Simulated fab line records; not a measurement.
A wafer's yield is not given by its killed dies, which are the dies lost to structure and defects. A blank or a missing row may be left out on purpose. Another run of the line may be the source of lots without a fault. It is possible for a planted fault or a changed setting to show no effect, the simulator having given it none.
fab line records + flow sky130
[record]
- lots = 11
- wafers = 31
- last_day = 50
route steps=708 shown LDD_HVN@277 LDD_HVP@288 LDD_LDN@301 SPACER@306 POLY_CUT@318
lots that met no fault: taken from a fault-free run of the same line
start_h: hours from the record's opening day to when the first of the lot's shown wafers began + wait_h: hours since the lot's step before + " unchanged from the row above + L1.1+2: one row covering several wafers at once + - no value, or no start was given + * or withheld: withheld + < > ~ a bound
route shown NAME@n: a module of which the file shows steps, and the number in the route of the first + usual: the fault-free wafers' mean and standard deviation + same: alike in all rows + chamber/n: place in a boat + sites: readings site by site + _std_site: their standard deviation + _edge_site: the outer-site mean with the inner-site mean subtracted + radius_mm: for every site, how far away it sits from the centre of the wafer + mask NAME#n: copy n + behind: tool/chamber where the wafer was last shaped + hold: why the lot went on hold/how many hours it stayed there/how the hold came to an end + device: which transistor (n, p or np) failed to switch + end of line: the route-end tests of the same wafers + a step without rows: its recipe alone + killed: count of dies lost to structure and defects at first sort (not the wafer's yield) + map: a wafer's dies, x killed, . not, _ none there
set.NAME: setting as actually run; set.NAME@STEP: the setting as run at that earlier step + model.NAME: the simulator's own value behind a step, which no gauge read
the route's steps for a sample of lots (tables are steps, rows are wafers)
services: a tool's chamber out of use, with start hour (start_h, from the record's first day; less than 0 if before it), hours out, and reason
[[steps]]
[step SKY_LDD_HVN_TW_MEAS_10]
[usual]
- LDD_HVN_TW = 1433/6.6
| lot.wafer | tool          | chamber | start_h | wait_h | LDD_HVN_TW |
|-----------|---------------|---------|---------|--------|------------|
| L605.1    | film_metro-02 | -       | 483.65  | 0.1    | 1432       |
| L605.2    | "             | -       | "       | "      | 1426       |
| L605.4    | "             | -       | "       | "      | 1428       |
| L606.1    | film_metro-03 | -       | 490.52  | 0.1    | 1447       |
| L606.4    | "             | -       | "       | "      | 1444       |
| L606.5    | "             | -       | "       | "      | 1439       |
| L608.1    | film_metro-03 | -       | 512.72  | 0.1    | 1437       |
| L608.3    | "             | -       | "       | "      | 1433       |
| L608.4    | "             | -       | "       | "      | 1439       |
| L609.1    | film_metro-04 | -       | 514.35  | 0.1    | 1431       |
| L609.5    | "             | -       | "       | "      | 1428       |
| L609.6    | "             | -       | "       | "      | 1432       |
| L614.1    | film_metro-02 | -       | 563.60  | 0.1    | 1437       |
| L614.2    | "             | -       | "       | "      | 1439       |
| L614.4    | "             | -       | "       | "      | 1445       |
| L615.2    | film_metro-02 | -       | 572.96  | 0.1    | 1444       |
| L615.3    | "             | -       | "       | "      | 1444       |
| L615.5    | "             | -       | "       | "      | 1442       |
| L616.1    | film_metro-02 | -       | 581.40  | 0.1    | 1437       |
| L616.2    | "             | -       | "       | "      | 1439       |
| L616.3    | "             | -       | "       | "      | 1437       |
| L617.3    | film_metro-03 | -       | 592.54  | 0.1    | 1426       |
| L617.6    | "             | -       | "       | "      | 1430       |
| L618.2    | film_metro-04 | -       | 600.56  | 0.1    | 1431       |
| L618.4    | "             | -       | "       | "      | 1422       |
| L618.5    | "             | -       | "       | "      | 1422       |
| L619.5    | film_metro-03 | -       | 602.69  | 0.0    | 1432       |
| L619.6    | "             | -       | "       | "      | 1430       |
| L626.2    | film_metro-03 | -       | 661.61  | 0.1    | 1431       |
| L626.3    | "             | -       | "       | "      | 1431       |
| L626.6    | "             | -       | "       | "      | 1434       |
[step SKY_LDD_HVP_TW_MEAS_10]
[usual]
- LDD_HVP_TW = 457.3/2.8
| lot.wafer | tool          | chamber | start_h | wait_h | LDD_HVP_TW |
|-----------|---------------|---------|---------|--------|------------|
| L605.1    | film_metro-03 | -       | 514.86  | 0.1    | 454.8      |
| L605.2    | "             | -       | "       | "      | 454.9      |
| L605.4    | "             | -       | "       | "      | 455.2      |
| L606.1    | film_metro-02 | -       | 521.60  | 0.1    | 455.6      |
| L606.4    | "             | -       | "       | "      | 456.0      |
| L606.5    | "             | -       | "       | "      | 456.0      |
| L608.1    | film_metro-01 | -       | 543.11  | 0.1    | 461.0      |
| L608.3    | "             | -       | "       | "      | 460.5      |
| L608.4    | "             | -       | "       | "      | 459.9      |
| L609.1    | film_metro-03 | -       | 545.22  | 0.1    | 455.9      |
| L609.5    | "             | -       | "       | "      | 459.0      |
| L609.6    | "             | -       | "       | "      | 457.4      |
| L614.1    | film_metro-01 | -       | 593.12  | 0.1    | 463.0      |
| L614.2    | "             | -       | "       | "      | 460.1      |
| L614.4    | "             | -       | "       | "      | 460.1      |
| L615.2    | film_metro-01 | -       | 602.61  | 0.1    | 461.9      |
| L615.3    | "             | -       | "       | "      | 458.4      |
| L615.5    | "             | -       | "       | "      | 459.3      |
| L616.1    | film_metro-03 | -       | 610.30  | 0.1    | 454.8      |
| L616.2    | "             | -       | "       | "      | 456.6      |
| L616.3    | "             | -       | "       | "      | 455.6      |
| L617.3    | film_metro-01 | -       | 621.38  | 0.1    | 457.7      |
| L617.6    | "             | -       | "       | "      | 460.0      |
| L618.2    | film_metro-02 | -       | 629.73  | 0.1    | 458.2      |
| L618.4    | "             | -       | "       | "      | 458.6      |
| L618.5    | "             | -       | "       | "      | 458.4      |
| L619.5    | film_metro-01 | -       | 631.64  | 0.0    | 459.4      |
| L619.6    | "             | -       | "       | "      | 460.5      |
| L626.2    | film_metro-02 | -       | 689.92  | 0.1    | 456.3      |
| L626.3    | "             | -       | "       | "      | 458.5      |
| L626.6    | "             | -       | "       | "      | 454.4      |
[step SKY_LDD_LDN_STRIP_12]
[recipe]
- chemistry = O2/N2
- power_w = 1400
- pressure_mtorr = 1500
- platen_temp_c = withheld
- o2_flow_sccm = 3000
- n2_flow_sccm = 300
- overash_fraction = 0.5
[usual]
- chamber_pressure_mTorr = 1499.9/1.3
- drypump_motor_current_A = 5.85/0.16
- o2_flow_sccm = 3000/9.8
- oes_product_au = 0.715/0.0044
- strip_time_to_endpoint_s = 14.16/0.037
| lot.wafer | tool            | chamber | start_h | wait_h | chamber_pressure_mTorr | drypump_motor_current_A | o2_flow_sccm | oes_product_au | rf_hours_counter_h | strip_time_to_endpoint_s |
|-----------|-----------------|---------|---------|--------|------------------------|-------------------------|--------------|----------------|--------------------|--------------------------|
| L605.1    | plasma_asher-03 | 0       | 545.80  | 0.1    | 1500.0                 | 5.98                    | 2999         | 0.714          | 11                 | 14.22                    |
| L605.2    | "               | 1       | "       | "      | 1497.8                 | 5.65                    | 3020         | 0.709          | 11                 | 14.21                    |
| L605.4    | "               | 1       | "       | "      | 1501.1                 | 5.63                    | 3023         | 0.711          | -                  | 14.17                    |
| L606.1    | plasma_asher-01 | 0       | 552.50  | 0.1    | 1500.7                 | 5.92                    | 3004         | 0.714          | 43                 | 14.15                    |
| L606.4    | "               | 0       | "       | "      | 1498.0                 | 5.90                    | 2994         | 0.716          | -                  | 14.18                    |
| L606.5    | "               | 1       | "       | "      | 1500.6                 | 5.93                    | 3002         | 0.721          | -                  | 14.09                    |
| L608.1    | plasma_asher-01 | 1       | 573.32  | 0.1    | 1498.4                 | 5.93                    | 3000         | 0.712          | 45                 | 14.13                    |
| L608.3    | "               | 0       | "       | "      | 1499.4                 | 5.93                    | 3001         | 0.707          | -                  | 14.15                    |
| L608.4    | "               | 1       | "       | "      | 1500.2                 | 5.93                    | 2984         | 0.717          | -                  | 14.19                    |
| L609.1    | plasma_asher-01 | 1       | 575.12  | 0.1    | 1496.4                 | 5.93                    | 2996         | 0.715          | 45                 | 14.15                    |
| L609.5    | "               | 0       | "       | "      | 1500.6                 | 5.93                    | 2998         | 0.712          | -                  | 14.10                    |
| L609.6    | "               | 1       | "       | "      | 1500.0                 | 5.95                    | 2993         | 0.719          | -                  | 14.13                    |
| L614.1    | plasma_asher-02 | 0       | 622.52  | 0.1    | 1499.1                 | 5.99                    | 2994         | 0.708          | 79                 | 14.15                    |
| L614.2    | "               | 1       | "       | "      | 1499.0                 | 5.56                    | 2999         | 0.711          | 79                 | 14.21                    |
| L614.4    | "               | 0       | "       | "      | 1501.3                 | 5.97                    | 2986         | 0.714          | -                  | 14.19                    |
| L615.2    | plasma_asher-03 | 0       | 632.19  | 0.1    | 1500.9                 | 5.99                    | 2995         | 0.706          | 20                 | 14.18                    |
| L615.3    | "               | 1       | "       | "      | 1497.1                 | 5.65                    | 3009         | 0.723          | -                  | 14.17                    |
| L615.5    | "               | 0       | "       | "      | 1499.7                 | 5.98                    | 2978         | 0.714          | -                  | 14.17                    |
| L616.1    | plasma_asher-02 | 1       | 639.26  | 0.1    | 1497.1                 | 5.58                    | 2992         | 0.712          | 80                 | 14.14                    |
| L616.2    | "               | 0       | "       | "      | 1500.2                 | 5.99                    | 2999         | 0.713          | 80                 | 14.13                    |
| L616.3    | "               | 1       | "       | "      | 1501.6                 | 5.62                    | 3001         | 0.718          | -                  | 14.19                    |
| L617.3    | plasma_asher-01 | 1       | 650.19  | 0.1    | 1500.7                 | 5.92                    | 2997         | 0.717          | -                  | 14.17                    |
| L617.6    | "               | 0       | "       | "      | 1501.2                 | 5.94                    | 3008         | 0.716          | -                  | 14.16                    |
| L618.2    | plasma_asher-01 | 0       | 659.05  | 0.1    | 1499.4                 | 5.91                    | 3010         | 0.714          | 54                 | 14.19                    |
| L618.4    | "               | 1       | "       | "      | 1499.6                 | 5.91                    | 2995         | 0.717          | -                  | 14.19                    |
| L618.5    | "               | 0       | "       | "      | 1501.6                 | 5.90                    | 3004         | 0.715          | -                  | 14.20                    |
| L619.5    | plasma_asher-02 | 1       | 660.37  | 0.1    | 1501.7                 | 5.56                    | 2979         | 0.712          | -                  | 14.20                    |
| L619.6    | "               | 0       | "       | "      | 1499.6                 | 6.00                    | 3003         | 0.715          | -                  | 14.17                    |
| L626.2    | plasma_asher-03 | 1       | 717.80  | 0.1    | 1502.9                 | 5.66                    | 3000         | 0.715          | 27                 | 14.14                    |
| L626.3    | "               | 0       | "       | "      | 1501.0                 | 5.99                    | 2997         | 0.715          | -                  | 14.09                    |
| L626.6    | "               | 0       | "       | "      | 1500.4                 | 5.97                    | 3007         | 0.720          | -                  | 14.10                    |
[step SKY_SPACER_ETCHBACK_02]
[recipe]
- chemistry = CH3F/O2
- target = Si3N4
- stop_on = SiO2
- source_w = 400
- bias_w = 80
- pressure_mtorr = 25
- ch3f_flow_sccm = 40
- O2_flow_sccm = 30
- time_s = 46.7
- target_depth_a = 450
[usual]
- ch3f_flow_sccm = 40.02/0.12
- chamber_pressure_mTorr = 25.003/0.024
- drypump_motor_current_A = 5.8/0.48
- oes_product_au = 0.855/0.0066
- run_length_s = 75.1/0.34
- throttle_valve_pct = 10.562/0.0089
| lot.wafer | tool        | chamber | start_h | wait_h | ch3f_flow_sccm | chamber_pressure_mTorr | drypump_motor_current_A | oes_product_au | rf_hours_counter_h | run_length_s | throttle_valve_pct |
|-----------|-------------|---------|---------|--------|----------------|------------------------|-------------------------|----------------|--------------------|--------------|--------------------|
| L605.1    | rie_diel-03 | 1       | 547.28  | 0.1    | 40.16          | 25.002                 | 6.3                     | 0.868          | 82                 | 74.7         | 10.563             |
| L605.2    | "           | 2       | "       | "      | 39.87          | 25.009                 | 4.8                     | 0.860          | 5                  | 75.4         | 10.580             |
| L605.4    | "           | 0       | "       | "      | 39.72          | 24.989                 | 5.6                     | 0.870          | 7                  | 74.7         | 10.563             |
| L606.1    | rie_diel-01 | 0       | 553.99  | 0.1    | 39.98          | 24.970                 | 5.7                     | 0.866          | 65                 | 75.7         | 10.559             |
| L606.4    | "           | 3       | "       | "      | 40.04          | 25.011                 | 5.7                     | 0.857          | 5                  | 75.3         | 10.560             |
| L606.5    | "           | 1       | "       | "      | 40.14          | 25.015                 | 6.2                     | 0.861          | -                  | 75.4         | 10.570             |
| L608.1    | rie_diel-03 | 3       | 574.80  | 0.1    | 40.20          | 25.004                 | 6.0                     | 0.855          | 4                  | 74.9         | 10.564             |
| L608.3    | "           | 2       | "       | "      | 40.04          | 24.973                 | 4.8                     | 0.856          | 6                  | 75.4         | 10.557             |
| L608.4    | "           | 0       | "       | "      | 39.99          | 24.990                 | 5.6                     | 0.848          | -                  | 75.4         | 10.568             |
| L609.1    | rie_diel-03 | 3       | 576.60  | 0.1    | 39.93          | 25.045                 | 6.0                     | 0.851          | 4                  | 75.0         | 10.570             |
| L609.5    | "           | 3       | "       | "      | 39.85          | 25.014                 | 6.0                     | 0.845          | -                  | 74.8         | 10.555             |
| L609.6    | "           | 2       | "       | "      | 40.07          | 24.981                 | 4.8                     | 0.845          | -                  | 75.1         | 10.567             |
| L614.1    | rie_diel-01 | 3       | 624.54  | 0.1    | 40.09          | 24.964                 | 5.7                     | 0.844          | 6                  | 75.1         | 10.549             |
| L614.2    | "           | 0       | "       | "      | 39.90          | 25.040                 | 5.7                     | 0.851          | 66                 | 74.8         | 10.562             |
| L614.4    | "           | 1       | "       | "      | 40.19          | 24.986                 | 6.2                     | 0.859          | -                  | 74.9         | 10.558             |
| L615.2    | rie_diel-01 | 3       | 633.67  | 0.0    | 39.92          | 25.014                 | 5.7                     | 0.855          | 7                  | 75.1         | 10.556             |
| L615.3    | "           | 1       | "       | "      | 40.06          | 25.020                 | 6.2                     | 0.858          | 3                  | 75.1         | 10.561             |
| L615.5    | "           | 0       | "       | "      | 40.03          | 24.981                 | 5.7                     | 0.856          | -                  | 75.4         | 10.556             |
| L616.1    | rie_diel-01 | 0       | 642.35  | 0.1    | 40.05          | 24.977                 | 5.7                     | 0.853          | 67                 | 75.1         | 10.576             |
| L616.2    | "           | 1       | "       | "      | 40.06          | 25.041                 | 6.2                     | 0.856          | 3                  | 75.0         | 10.567             |
| L616.3    | "           | 3       | "       | "      | 40.13          | 25.007                 | 5.7                     | 0.856          | 7                  | 75.7         | 10.565             |
| L617.3    | rie_diel-01 | 1       | 652.97  | 0.0    | 40.12          | 25.014                 | 6.2                     | 0.857          | 4                  | 74.9         | 10.560             |
| L617.6    | "           | 1       | "       | "      | 40.04          | 24.977                 | 6.2                     | 0.762          | -                  | 86.5         | 10.549             |
| L618.2    | rie_diel-01 | 1       | 661.20  | 0.0    | 39.96          | 24.963                 | 6.2                     | 0.757          | 4                  | 86.6         | 10.562             |
| L618.4    | "           | 3       | "       | "      | 40.17          | 24.976                 | 5.7                     | 0.848          | -                  | 75.6         | 10.550             |
| L618.5    | "           | 2       | "       | "      | 40.00          | 24.971                 | 6.3                     | 0.849          | -                  | 75.1         | 10.568             |
| L619.5    | rie_diel-01 | 1       | 663.79  | 0.0    | 40.11          | 24.996                 | 6.2                     | 0.857          | -                  | 75.2         | 10.565             |
| L619.6    | "           | 2       | "       | "      | 40.18          | 25.023                 | 6.3                     | 0.762          | -                  | 86.4         | 10.566             |
| L626.2    | rie_diel-03 | 0       | 719.28  | 0.0    | 40.12          | 25.037                 | 5.6                     | 0.848          | 11                 | 75.1         | 10.562             |
| L626.3    | "           | 2       | "       | "      | 40.05          | 24.996                 | 4.7                     | 0.847          | 10                 | 75.2         | 10.555             |
| L626.6    | "           | 3       | "       | "      | 39.73          | 24.994                 | 6.0                     | 0.851          | -                  | 75.0         | 10.568             |
[step SKY_POLY_CUT_ETCH_11]
[recipe]
- target = Si3N4
- chemistry = CF4/CH2F2/Ar
- stop_on = poly-Si
- source_w = 600
- bias_w = 150
- pressure_mtorr = 40
- cf4_flow_sccm = 40
- ch2f2_flow_sccm = 20
- Ar_flow_sccm = 150
- time_s = 42.5
- target_depth_a = 600
[usual]
- chamber_pressure_mTorr = 40.00/0.037
- drypump_motor_current_A = 5.7/0.51
- mfc_ar_sccm = 150.0/0.42
- oes_product_au = 0.828/0.0069
- throttle_valve_pct = 14.994/0.009
| lot.wafer | tool        | chamber | start_h | wait_h | chamber_pressure_mTorr | drypump_motor_current_A | mfc_ar_sccm | oes_product_au | rf_hours_counter_h | throttle_valve_pct |
|-----------|-------------|---------|---------|--------|------------------------|-------------------------|-------------|----------------|--------------------|--------------------|
| L605.1    | rie_diel-02 | 3       | 576.21  | 0.0    | 40.00                  | 5.3                     | 149.8       | 0.829          | 14                 | 14.995             |
| L605.2    | "           | 1       | "       | "      | 40.05                  | 5.9                     | 148.9       | 0.829          | 7                  | 14.999             |
| L605.4    | "           | 0       | "       | "      | 40.01                  | 6.3                     | 149.5       | 0.832          | -                  | 15.000             |
| L606.1    | rie_diel-02 | 3       | 583.81  | 0.0    | 40.01                  | 5.3                     | 150.0       | 0.825          | 14                 | 15.009             |
| L606.4    | "           | 0       | "       | "      | 40.03                  | 6.3                     | 149.6       | 0.827          | 7                  | 14.984             |
| L606.5    | "           | 3       | "       | "      | 40.01                  | 5.3                     | 149.4       | 0.819          | -                  | 14.993             |
| L608.1    | rie_diel-02 | 0       | 603.81  | 0.0    | 40.08                  | 6.3                     | 150.5       | 0.819          | 8                  | 15.003             |
| L608.3    | "           | 2       | "       | "      | 40.06                  | 5.2                     | 150.3       | 0.820          | 4                  | 14.989             |
| L608.4    | "           | 3       | "       | "      | 39.97                  | 5.3                     | 149.3       | 0.814          | 14                 | 14.988             |
| L609.1    | rie_diel-04 | 3       | 605.97  | 0.0    | 39.99                  | 5.0                     | 149.7       | 0.834          | 8                  | 15.011             |
| L609.5    | "           | 3       | "       | "      | 40.06                  | 5.0                     | 148.8       | 0.835          | -                  | 15.002             |
| L609.6    | "           | 0       | "       | "      | 40.01                  | 6.4                     | 150.3       | 0.832          | -                  | 15.006             |
| L614.1    | rie_diel-02 | 2       | 653.51  | 0.0    | 39.98                  | 5.2                     | 149.2       | 0.829          | 5                  | 14.991             |
| L614.2    | "           | 1       | "       | "      | 39.93                  | 6.0                     | 150.5       | 0.822          | 8                  | 14.995             |
| L614.4    | "           | 3       | "       | "      | 39.96                  | 5.3                     | 150.2       | 0.822          | 15                 | 14.988             |
| L615.2    | rie_diel-03 | 2       | 663.06  | 0.0    | 40.00                  | 4.8                     | 150.1       | 0.829          | 8                  | 14.995             |
| L615.3    | "           | 3       | "       | "      | 39.95                  | 6.0                     | 150.0       | 0.828          | 6                  | 14.987             |
| L615.5    | "           | 1       | "       | "      | 39.98                  | 6.3                     | 150.5       | 0.826          | -                  | 15.001             |
| L616.1    | rie_diel-03 | 2       | 670.41  | 0.0    | 40.03                  | 4.8                     | 150.3       | 0.816          | 9                  | 14.995             |
| L616.2    | "           | 0       | "       | "      | 39.99                  | 5.6                     | 149.8       | 0.824          | 10                 | 14.988             |
| L616.3    | "           | 1       | "       | "      | 39.93                  | 6.3                     | 150.1       | 0.831          | 2                  | 14.992             |
| L617.3    | rie_diel-03 | 0       | 681.21  | 0.0    | 40.01                  | 5.7                     | 151.0       | 0.831          | 10                 | 14.994             |
| L617.6    | "           | 2       | "       | "      | 40.02                  | 4.8                     | 150.4       | 0.810          | -                  | 15.003             |
| L618.2    | rie_diel-02 | 0       | 689.82  | 0.0    | 40.00                  | 6.3                     | 149.6       | 0.796          | 10                 | 14.984             |
| L618.4    | "           | 3       | "       | "      | 40.01                  | 5.3                     | 150.0       | 0.823          | 16                 | 14.991             |
| L618.5    | "           | 1       | "       | "      | 39.99                  | 5.9                     | 149.5       | 0.829          | -                  | 15.000             |
| L619.5    | rie_diel-02 | 3       | 692.43  | 0.0    | 39.93                  | 5.3                     | 150.0       | 0.819          | -                  | 14.983             |
| L619.6    | "           | 2       | "       | "      | 39.95                  | 5.2                     | 150.8       | 0.807          | -                  | 14.989             |
| L626.2    | rie_diel-03 | 0       | 746.67  | 0.0    | 39.93                  | 5.7                     | 149.8       | 0.823          | 12                 | 15.003             |
| L626.3    | "           | 1       | "       | "      | 39.95                  | 6.3                     | 150.3       | 0.822          | 4                  | 14.999             |
| L626.6    | "           | 3       | "       | "      | 39.93                  | 6.0                     | 150.5       | 0.824          | -                  | 14.999             |
[[services]]
| tool            | chamber | start_h | hours | kind           |
|-----------------|---------|---------|-------|----------------|
| rie_diel-04     | 2       | 527.51  | 5.9   | repair         |
| rie_diel-01     | -       | 527.52  | 2.8   | pm             |
| rie_diel-01     | 0       | 533.95  | 11.8  | repair         |
| rie_diel-03     | 1       | 558.66  | -     | clean          |
| rie_diel-03     | 1       | 558.66  | 21.8  | scheduled_down |
| rie_diel-03     | 1       | 558.66  | 21.8  | vent_cycle     |
| rie_diel-02     | 2       | 565.68  | 10.5  | repair         |
| rie_diel-04     | 3       | 583.26  | 10.2  | repair         |
| plasma_asher-03 | -       | 588.20  | 2.9   | repair         |
| rie_diel-02     | -       | 601.64  | 0.8   | repair         |
| rie_diel-04     | 2       | 602.79  | 2.9   | repair         |
| rie_diel-01     | 2       | 611.17  | -     | clean          |
| rie_diel-04     | -       | 631.72  | 14.6  | pm             |
| plasma_asher-02 | -       | 633.04  | 2.8   | pm             |
| rie_diel-02     | 3       | 641.88  | 6.6   | repair         |
| plasma_asher-03 | -       | 658.24  | 15.6  | pm             |
| rie_diel-04     | 2       | 664.35  | 6.6   | repair         |
| rie_diel-02     | -       | 669.90  | 1.2   | repair         |
| rie_diel-03     | -       | 679.30  | 0.3   | repair         |
| plasma_asher-02 | -       | 679.39  | 0.5   | repair         |
| rie_diel-03     | 3       | 692.10  | 3.8   | repair         |
| rie_diel-01     | 1       | 694.38  | 3.8   | repair         |
| rie_diel-01     | 1       | 725.57  | 6.5   | repair         |
| plasma_asher-03 | -       | 745.30  | 1.6   | repair         |
[[key]]
[first_sign]
- step = SKY_SPACER_ETCHBACK_02
- reading = run_length_s
- direction = up
- sigmas = 34
- usual = *
- struck = *
[effect]
- step = SKY_SPACER_ETCHBACK_02
- reading = oes_product_au
- direction = down
- sigmas = 14
- usual = 0.855
- struck = 0.760
[effect]
- step = SKY_POLY_CUT_ETCH_11
- reading = oes_product_au
- direction = down
- sigmas = 3.5
- usual = 0.828
- struck = 0.804
met_at SKY_SPACER_ETCHBACK_02
struck_lots L617,L618,L619
struck_wafers L617.6,L618.2,L619.6
tester_left_out L617,L618,L619
not_acting_at SKY_LDD_HVN_TW_MEAS_10,SKY_LDD_HVP_TW_MEAS_10,SKY_LDD_LDN_STRIP_12
onset_between 642.35 652.97
[fault]
- kind = process_parameter_drift
- tool = rie_diel-01
- chamber = -
- onset_h = 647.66
- steps = SKY_SPACER_ETCHBACK_02
- channel = time_s
- offset = *
- shape = step
- end_h = 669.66
- scope = struck_wafers_only
- acts_in = *
- stated = *
// tester_left_out: of these lots the tester's yield and bins aren't shown, on N5 and GAA mostly nor the transistor test; their killed dies are dies lost to structure and defects alone, not to doping, threshold or leakage, so they don't give the yield
